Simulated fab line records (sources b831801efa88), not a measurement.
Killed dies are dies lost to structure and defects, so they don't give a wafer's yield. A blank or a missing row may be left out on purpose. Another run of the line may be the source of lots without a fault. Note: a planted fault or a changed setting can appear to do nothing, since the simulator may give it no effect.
What tool caused it? | flow sky130 | 13 lots with 39 wafers sampled at 6 steps, on a route of 708 steps

== WHAT EACH GAUGE READ, for each wafer ==
SKY_FIELD_ISO_CD_MEAS_13 targets a cd of 150 nm. Usual: cd nm at 149.6 nm, with a standard deviation of 1.3.
lot  | measured    | on        | cd nm (nm)        | flag
L127 | day 2 05:34 | cd sem-02 | 147.7 149.1 148.4 |
L128 | day 2 10:19 | cd sem-01 | 150.6 149.8 151.2 |
L130 | day 2 21:52 | cd sem-02 | 149.6 148.7 149.1 |
L131 | day 3 02:16 | cd sem-02 | 152.0 151.0 152.3 |
L132 | day 3 06:48 | cd sem-02 | 148.8 149.2 148.0 |
L133 | day 3 10:58 | cd sem-02 | 149.8 148.7 149.3 |
L134 | day 3 16:44 | cd sem-02 | 149.5 149.4 149.4 |
L143 | day 5 15:28 | cd sem-01 | 151.4 149.2 151.8 |
L144 | day 5 23:01 | cd sem-01 | 148.2 148.1 148.3 |
L145 | day 6 02:07 | cd sem-02 | 149.1 148.2 150.0 |
L146 | day 6 08:31 | cd sem-01 | 149.9 150.7 149.3 |
L148 | day 6 18:14 | cd sem-02 | 151.1 151.9 150.6 |
L149 | day 6 22:44 | cd sem-01 | 150.3 149.6 148.4 |

SKY_NWELL_THK_MEAS_02. Usual: for NWELL_OXIDATION_THK the level is 10.02 nm and the standard deviation is 0.19.
lot  | measured    | on            | NWELL_OXIDATION_THK (nm) | flag
L127 | day 2 13:33 | film metro-02 | 10.02 9.94 10.01         |
L128 | day 2 17:21 | film metro-03 | 10.15 10.08 10.12        |
L130 | day 3 06:55 | film metro-04 | 9.83 9.75 9.93           |
L131 | day 3 10:56 | film metro-04 | 9.89 9.97 10.02          |
L132 | day 3 14:13 | film metro-02 | 10.18 10.18 10.13        |
L133 | day 3 18:25 | film metro-02 | 10.30 10.01 10.16        |
L134 | day 4 01:19 | film metro-04 | 9.92 9.99 9.85           |
L143 | day 5 23:49 | film metro-04 | 9.82 9.82 9.75           |
L144 | day 6 05:29 | film metro-04 | 9.98 9.98 9.92           |
L145 | day 6 08:23 | film metro-03 | 10.36 10.50 10.53        |
L146 | day 6 14:43 | film metro-03 | 10.02 10.08 10.06        |
L148 | day 7 04:23 | film metro-02 | 10.25 10.37 10.25        |
L149 | day 7 06:40 | film metro-02 | 10.10 10.30 10.11        |

SKY_VT_ADJUST_HVTP_CD_MEAS_07 targets a cd of 380 nm. Usual: cd nm at 380.1 nm, with a standard deviation of 2.3.
lot  | measured     | on        | cd nm (nm)        | flag
L127 | day 6 02:19  | cd sem-01 | 382.7 381.7 382.5 |
L128 | day 6 06:57  | cd sem-01 | 377.8 377.9 376.3 |
L130 | day 6 22:04  | cd sem-02 | 381.2 378.7 380.0 |
L131 | day 7 05:12  | cd sem-02 | 377.2 379.3 377.7 |
L132 | day 7 08:28  | cd sem-02 | 379.6 383.1 383.0 |
L133 | day 7 13:25  | cd sem-01 | 378.3 380.3 380.4 |
L134 | day 7 20:32  | cd sem-01 | - - -             | OFF
L143 | day 10 05:29 | cd sem-01 | 382.1 382.8 381.1 |
L144 | day 10 15:36 | cd sem-01 | 379.7 381.0 377.5 |
L145 | day 10 15:41 | cd sem-02 | 382.4 379.1 380.6 |
L146 | day 11 00:38 | cd sem-01 | 382.2 382.5 384.1 |
L148 | day 11 14:09 | cd sem-01 | 378.7 377.2 379.4 |
L149 | day 11 19:19 | cd sem-01 | 383.6 382.7 386.9 |

SKY_VT_ADJUST_HVTP_TW_MEAS_11. Usual: for VT_ADJUST_HVTP_TW the level is 1359 and the standard deviation is 8.9.
lot  | measured     | on            | VT_ADJUST_HVTP_TW | flag
L127 | day 6 02:43  | film metro-02 | 1379 1370 1369    |
L128 | day 6 07:21  | film metro-03 | 1362 1359 1358    |
L130 | day 6 22:26  | film metro-03 | 1356 1357 1364    |
L131 | day 7 05:36  | film metro-02 | 1366 1362 1366    |
L132 | day 7 08:51  | film metro-01 | 1352 1344 1346    |
L133 | day 7 13:49  | film metro-03 | 1358 1351 1351    |
L134 | day 7 20:55  | film metro-01 | 30 30 30          | OFF
L143 | day 10 05:53 | film metro-01 | 1356 1358 1357    |
L144 | day 10 16:00 | film metro-03 | 1372 1367 1360    |
L145 | day 10 16:06 | film metro-03 | 1362 1366 1362    |
L146 | day 11 01:03 | film metro-03 | 1356 1350 1358    |
L148 | day 11 14:32 | film metro-03 | 1359 1364 1360    |
L149 | day 11 19:43 | film metro-02 | 1358 1366 1359    |

SKY_VT_ADJUST_LVTN_TW_MEAS_10. Usual: for VT_ADJUST_LVTN_TW the level is 241.1 and the standard deviation is 1.7.
lot  | measured     | on            | VT_ADJUST_LVTN_TW | flag
L127 | day 6 21:52  | film metro-04 | 241.7 241.4 242.1 |
L128 | day 7 02:31  | film metro-02 | 243.9 243.8 244.5 |
L130 | day 7 18:50  | film metro-04 | 239.3 240.0 238.9 |
L131 | day 8 02:25  | film metro-04 | 241.8 240.4 240.3 |
L132 | day 8 05:27  | film metro-01 | 240.3 238.8 240.3 |
L133 | day 8 10:25  | film metro-04 | 239.8 241.1 240.5 |
L134 | day 8 17:03  | film metro-04 | 239.8 240.2 238.5 |
L143 | day 11 04:14 | film metro-01 | 242.4 242.4 240.6 |
L144 | day 11 13:29 | film metro-02 | 242.5 243.9 244.5 |
L145 | day 11 14:06 | film metro-01 | 240.4 241.7 241.2 |
L146 | day 12 00:01 | film metro-01 | 242.0 240.9 240.6 |
L148 | day 12 15:27 | film metro-02 | 244.4 246.0 243.9 |
L149 | day 12 20:52 | film metro-01 | 240.6 240.1 239.3 |

== TOOL THAT RAN EACH LOT (tool first, then ch and the chambers of the sampled wafers, then the start) ==
lot  | SKY_VT_ADJUST_HVTP_EXPOSE_04
L127 | iline stepper-02 ch 0, day 5 17:08
L128 | iline stepper-01 ch 0, day 5 21:17
L130 | iline stepper-01 ch 0, day 6 12:39
L131 | iline stepper-02 ch 0, day 6 19:32
L132 | iline stepper-01 ch 0, day 6 23:29
L133 | iline stepper-01 ch 0, day 7 04:17
L134 | iline stepper-01 ch 0, day 7 10:24
L143 | iline stepper-02 ch 0, day 9 18:32
L144 | iline stepper-01 ch 0, day 10 04:25
L145 | iline stepper-02 ch 0, day 10 04:59
L146 | iline stepper-01 ch 0, day 10 13:43
L148 | iline stepper-01 ch 0, day 11 03:46
L149 | iline stepper-02 ch 0, day 11 07:56
- SKY_VT_ADJUST_HVTP_EXPOSE_04: exposes mask HVTPM, target cd 380 nm.

== WHAT THE TOOLS THEMSELVES READ (means of the sampled wafers that have a number; where no wafer has one, the mark that the record gives instead) ==
The record holds no such reading with a usual standard deviation.

== THE ANSWER, worked out from the rows above alone ==
Rule: lot off if the mean of its wafers having a number is beyond 3 standard deviations from the usual mean. Also off: a lot with no number at a reading for which 4 or more lots have one. All remaining lots with rows at the step are treated as sound. First the gauges in route order, then the tools' own readings, where a lot's mean is used as printed above. The first step at which some lot is off is used, and at that step the reading that is off furthest; a lot without a number counts as furthest.
Off: L134, at SKY_VT_ADJUST_HVTP_CD_MEAS_07 (cd nm). Without a number there: L134.
If a tool, at a process step before that reading, ran all the lots that are off and no sound lot after the first of them, it fits. Not tried: the gauges at SKY_VT_ADJUST_HVTP_CD_MEAS_07; whatever is off there is also off at SKY_VT_ADJUST_HVTP_TW_MEAS_11, on other tools, and gauge error can't account for it. Not one of the candidates tried fits.

== WHAT THE SIMULATOR PUT IN ==
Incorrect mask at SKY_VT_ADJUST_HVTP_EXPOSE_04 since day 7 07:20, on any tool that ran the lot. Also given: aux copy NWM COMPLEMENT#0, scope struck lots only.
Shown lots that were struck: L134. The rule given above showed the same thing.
